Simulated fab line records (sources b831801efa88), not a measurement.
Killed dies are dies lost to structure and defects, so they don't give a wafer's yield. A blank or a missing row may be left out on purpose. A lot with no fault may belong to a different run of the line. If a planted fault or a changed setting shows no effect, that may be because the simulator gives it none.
A lot that was struck, set against a sound lot + flow gf180mcu + 20 out of 602 route steps
Sound: wafers L481.1, L481.4, L481.6. Struck: wafers L494.1, L494.2, L494.4. The cause is named last.
Order at every step that has rows: each side's tool, ch and its chambers, its first start. Under that, the readings that differ: sound wafers + struck wafers + difference of the means + sigmas: that difference in standard deviations of wafers without a fault.
alike: a reading whose means differ by less than 2 such deviations, as well as words and numbers matching on both sides. not compared: withheld readings; readings where some wafer has no value; bounds like >300 that might hide an equal value; numbers whose values overlap and for which the record gives no deviation.
Wherever a step has rows on one side only, a row that says differs or no value, or a row with sigmas, the two part there. Numbers that have no deviation but don't overlap get no sigmas and don't part them. Lack of a reading on every wafer of one side parts them only where that side has two or more wafers.

first, 1 step without rows for these wafers: GF_V5_CVD_00 (deposits SiO2, target thk 300 nm, time 50 s).
GF_V5_THK_MEAS_01:
  sound: film_metro-01 at day 26 06:26; struck: film_metro-02 at day 30 11:54
  alike: V5_CVD_00_THK
GF_V5_CVD_02: deposits SiO2 from TEOS, target thk 1450 nm, time 163.28 s.
  sound on pecvd-01 ch 1,2, day 26 06:30; struck on pecvd-01 ch 1,2, day 30 11:58
  alike: heater_power_w, susceptor_temp_C
GF_V5_THK_MEAS_03:
  sound: film_metro-04 at day 26 06:36; struck: film_metro-01 at day 30 12:04
  alike: V5_CVD_02_THK
GF_V5_CMP_04: polishes SiO2.
  sound on cmp-02 ch 0,3, day 26 06:40; struck on cmp-01 ch 0,1,2, day 30 12:07
  alike: motor_current_A, slurry_flow_ml_min
GF_V5_BOW_MEAS_05:
  sound: film_metro-02 at day 26 06:58; struck: film_metro-02 at day 30 12:26
  alike: V5_BOW
then, 6 steps without rows for these wafers: GF_V5_DEHYDRATE_06 (time 60 s); GF_V5_HMDS_07 (prime time 60 s); GF_V5_COAT_08; GF_V5_COAT_09 (resist thk 1000 nm); GF_V5_SOFTBAKE_10 (time 60 s); GF_V5_EXPOSE_11 (exposes mask Via5, target cd 260 nm).
GF_V5_PEB_12: peb time 90 s.
  sound on litho_track-04 ch 0, day 27 02:22; struck on litho_track-02 ch 0, day 31 05:52
| reading                  | sound                | struck               | difference | sigmas |
|--------------------------|----------------------|----------------------|------------|--------|
| heater_power_total_W (W) | 85.76 85.77 85.75    | 84.18 84.23 84.23    | -1.55      | -19    |
| plate_temp_C (C)         | 134.82 135.10 134.87 | 133.16 133.47 133.13 | -1.68      | -13    |
then, 1 step without rows for these wafers: GF_V5_DEVELOP_13 (develop time 60 s).
GF_V5_CD_MEAS_14: the cd target is 260 nm.
  sound: cd_sem-02 at day 27 02:43; struck: cd_sem-02 at day 31 06:44
| reading    | sound             | struck            | difference | sigmas |
|------------|-------------------|-------------------|------------|--------|
| cd_nm (nm) | 260.0 257.5 259.1 | 254.1 254.1 254.4 | -4.7       | -4     |
  not compared: hold
GF_V5_OVL_MEAS_15:
  sound: overlay-01 at day 27 02:50; struck: overlay-01 at day 31 12:16
| reading | sound | struck                                                                     | difference                   | sigmas |
|---------|-------|----------------------------------------------------------------------------|------------------------------|--------|
| hold    | - - - | await_dispo/5.4h/release await_dispo/5.4h/release await_dispo/5.4h/release | no value on the sound wafers |        |
  alike: V5_OVL
GF_V5_ETCH_16: etches BARC in N2/H2.
  sound on rie_diel-03 ch 0,1,2, day 27 02:52; struck on rie_diel-03 ch 0,1,3, day 31 12:18
| reading             | sound             | struck            | difference | sigmas |
|---------------------|-------------------|-------------------|------------|--------|
| model.V5.cd_nm (nm) | 260.7 258.6 259.6 | 253.3 254.3 254.7 | -5.5       |        |
  alike: drypump_motor_current_A, h2_flow_sccm, oes_product_au, throttle_valve_pct
GF_V5_ETCH_17: etches SiO2 in C4F8/O2/Ar, stops on TiN, target depth 855 nm.
  sound: rie_diel-03 ch 0,1,2; struck: rie_diel-03 ch 0,1,3
| reading             | sound           | struck            | difference | sigmas |
|---------------------|-----------------|-------------------|------------|--------|
| model.V5.cd_nm (nm) | 261.1 257.9 259 | 253.4 253.6 254.6 | -5.5       |        |
  alike: oes_product_au
GF_V5_STRIP_18: strips in O2/N2.
  sound on plasma_asher-04 ch 0,1, day 27 03:01; struck on plasma_asher-01 ch 0,1, day 31 12:40
  alike: drypump_motor_current_A, heater_power_w, oes_product_au
  not compared: rf_hours_counter_h
GF_PASSIVATION_PROBE_99:
  only the struck wafers here have rows in the record (prober-02, day 32 20:44); the sound ones have none

== WHERE THEY PART ==
First at GF_V5_PEB_12; last, within this record, at GF_PASSIVATION_PROBE_99.

WHY: the cause the simulator had injected
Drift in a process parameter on litho_track-02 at GF_V5_PEB_12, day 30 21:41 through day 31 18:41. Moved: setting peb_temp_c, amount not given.
